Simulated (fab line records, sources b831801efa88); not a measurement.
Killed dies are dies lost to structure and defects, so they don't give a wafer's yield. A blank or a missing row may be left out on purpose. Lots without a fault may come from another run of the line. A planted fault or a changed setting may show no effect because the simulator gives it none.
A struck lot beside a sound one | flow sky130 | 43 steps out of a route of 708
Sound: wafers L254.1, L254.2, L254.4. Struck: wafers L260.2, L260.4, L260.6. The cause comes at the end.
At each step with rows: each side's tool, then ch and its chambers, then its first start. Under that, the readings that differ: sound wafers | struck wafers | difference of the means | sigmas: that difference in standard deviations of wafers without a fault.
alike: readings whose means differ by less than 2 such deviations, and words and numbers that are the same on both sides. not compared: withheld readings, readings that some wafer has no value for, bounds like >300 that may hide the same value, and numbers for which the record gives no deviation and whose values overlap.
The two part at a step that has a row with sigmas, a row that says differs or no value, or rows on one side only. Numbers that don't overlap but have no deviation are shown without sigmas and don't part them. A reading that every wafer of one side lacks parts them only if that side has two wafers or more.

SKY_POLY_CUT_ETCH_10: etches BARC in N2/H2, stops on SiO2, time 45.9 s, target depth 60 nm.
  sound on rie_diel-04 ch 0,1,2, day 26 22:09; struck on rie_diel-01 ch 2,3, day 28 19:51
  alike: drypump_motor_current_A, oes_product_au, throttle_valve_pct
  not compared: rf_hours_counter_h
then, 1 step without rows for these wafers: SKY_POLY_CUT_ETCH_11 (etches Si3N4 in CF4/CH2F2/Ar, stops on poly-Si, time 42.5 s, target depth 60 nm).
SKY_POLY_CUT_STRIP_12: strips in O2/N2.
  sound on plasma_asher-03 ch 0,1, day 26 22:14; struck on plasma_asher-04 ch 1, day 28 19:56
  reading                     | sound       | struck      | difference | sigmas
  drypump_motor_current_A (A) | 5.6 5.5 5.6 | 6.8 6.8 6.8 | +1.2       | +3
  alike: oes_product_au, strip_time_to_endpoint_s
  not compared: rf_hours_counter_h
then, 7 steps without rows for these wafers: SKY_SD_P_DEHYDRATE_00 (time 60 s); SKY_SD_P_HMDS_01 (prime time 60 s); SKY_SD_P_COAT_02 (resist thk 1140 nm); SKY_SD_P_SOFTBAKE_03 (time 60 s); SKY_SD_P_EXPOSE_04 (exposes mask PSDM, target cd 380 nm); SKY_SD_P_PEB_05; SKY_SD_P_DEVELOP_06 (develop time 60 s).
SKY_SD_P_CD_MEAS_07: target cd 380 nm.
  sound on cd_sem-02, day 28 02:11; struck on cd_sem-02, day 30 00:38
  alike: cd_nm
SKY_SD_P_OVL_MEAS_08:
  sound on overlay-01, day 28 02:19; struck on overlay-02, day 30 00:44
  alike: SD_P_OVL
SKY_SD_P_IMPLANT_09:
  sound on implanter-03 ch 0, day 28 02:21; struck on implanter-03 ch 0, day 30 00:47
  reading            | sound              | struck            | difference | sigmas
  tilt_deg (degrees) | 0.003 0.028 -0.002 | 4.590 4.597 4.580 | +4.579     | +99 or more
then, 1 step without rows for these wafers: SKY_SD_P_STRIP_10 (strips in O2/N2).
SKY_SD_P_TW_MEAS_11:
  sound on film_metro-01, day 28 02:36; struck on film_metro-02, day 30 01:02
  reading | sound          | struck         | difference | sigmas
  SD_P_TW | 2802 2806 2802 | 3041 3053 3046 | +243       | +7
then, 8 steps without rows for these wafers: SKY_RES_XHIGH_DEHYDRATE_00 (time 60 s); SKY_RES_XHIGH_HMDS_01 (prime time 60 s); SKY_RES_XHIGH_COAT_02 (resist thk 1140 nm); SKY_RES_XHIGH_SOFTBAKE_03 (time 60 s); SKY_RES_XHIGH_EXPOSE_04 (exposes mask URPM, target cd 1270 nm); SKY_RES_XHIGH_PEB_05; SKY_RES_XHIGH_DEVELOP_06 (develop time 60 s); SKY_RES_XHIGH_IMPLANT_07.
SKY_RES_XHIGH_STRIP_08: strips in O2/N2.
  sound on plasma_asher-02 ch 0,1, day 29 06:18; struck on plasma_asher-02 ch 0,1, day 31 05:15
  alike: drypump_motor_current_A, oes_product_au, strip_time_to_endpoint_s
  not compared: rf_hours_counter_h
SKY_RES_XHIGH_TW_MEAS_09:
  sound on film_metro-02, day 29 06:24; struck on film_metro-02, day 31 05:22
  alike: RES_XHIGH_TW
then, 7 steps without rows for these wafers: SKY_SD_N_DEHYDRATE_00 (time 60 s); SKY_SD_N_HMDS_01 (prime time 60 s); SKY_SD_N_COAT_02 (resist thk 1140 nm); SKY_SD_N_SOFTBAKE_03 (time 60 s); SKY_SD_N_EXPOSE_04 (exposes mask NSDM, target cd 380 nm); SKY_SD_N_PEB_05; SKY_SD_N_DEVELOP_06 (develop time 60 s).
SKY_SD_N_CD_MEAS_07: target cd 380 nm.
  sound on cd_sem-02, day 30 11:15; struck on cd_sem-01, day 32 08:55
  alike: cd_nm
SKY_SD_N_OVL_MEAS_08:
  sound on overlay-01, day 30 11:22; struck on overlay-02, day 32 09:01
  alike: SD_N_OVL
then, 2 steps without rows for these wafers: SKY_SD_N_IMPLANT_09; SKY_SD_N_IMPLANT_10.
SKY_SD_N_STRIP_11: strips in O2/N2.
  sound on plasma_asher-01 ch 0,1, day 30 11:42; struck on plasma_asher-02 ch 0,1, day 32 09:21
  reading                      | sound             | struck            | difference | sigmas
  strip_time_to_endpoint_s (s) | 22.53 22.55 22.57 | 22.39 22.44 22.41 | -0.14      | -3
  alike: drypump_motor_current_A, oes_product_au
  not compared: rf_hours_counter_h
SKY_SD_N_TW_MEAS_12:
  sound on film_metro-04, day 30 11:48; struck on film_metro-04, day 32 09:28
  alike: SD_N_TW
then, 1 step without rows for these wafers: SKY_SD_N_CLEAN_13 (cleans in SC1/SC2, time 150 s).
SKY_SD_N_RTA_14: time 2 s.
  sound on rtp_anneal-01 ch 0, day 30 11:55; struck on rtp_anneal-02 ch 0, day 32 09:34
  alike: lamp_power_pct, wafer_temp_C_max
SKY_SD_N_RS_MEAS_16: measures by four-point-probe.
  sound on film_metro-02, day 30 12:05; struck on film_metro-02, day 32 09:45
  alike: SD_N_RS
SKY_SD_N_RS_MEAS_17: measures by four-point-probe.
  sound on film_metro-02, day 30 12:13; struck on film_metro-02, day 32 09:52
  reading          | sound             | struck            | difference | sigmas
  SD_P_RS (ohm/sq) | 147.0 146.9 147.3 | 140.2 140.2 140.4 | -6.8       | -16
-- the record jumps here: 17 days lie between the struck wafers' starts before and after (it left off in module SD_N and takes up again in module PAD_OPEN, whose first step shown is number 708 of the route) --
SKY_PAD_OPEN_PROBE_99:
  sound on prober-02, day 47 13:09; struck on prober-01, day 49 02:58
  reading             | sound | struck   | difference | sigmas
  killed_at_front_end | 3 8   | 13 17 16 | +10        | +2
  killed_dies         | 63 73 | 85 96 81 | +19        | +2
  alike: killed_at_M0_to_M3, killed_at_M4_up, killed_at_contacts, killed_at_other, killed_open, killed_short

WHERE THEY PART
First at SKY_POLY_CUT_STRIP_12; last, within this record, at SKY_PAD_OPEN_PROBE_99.

WHY: what the simulator had put in
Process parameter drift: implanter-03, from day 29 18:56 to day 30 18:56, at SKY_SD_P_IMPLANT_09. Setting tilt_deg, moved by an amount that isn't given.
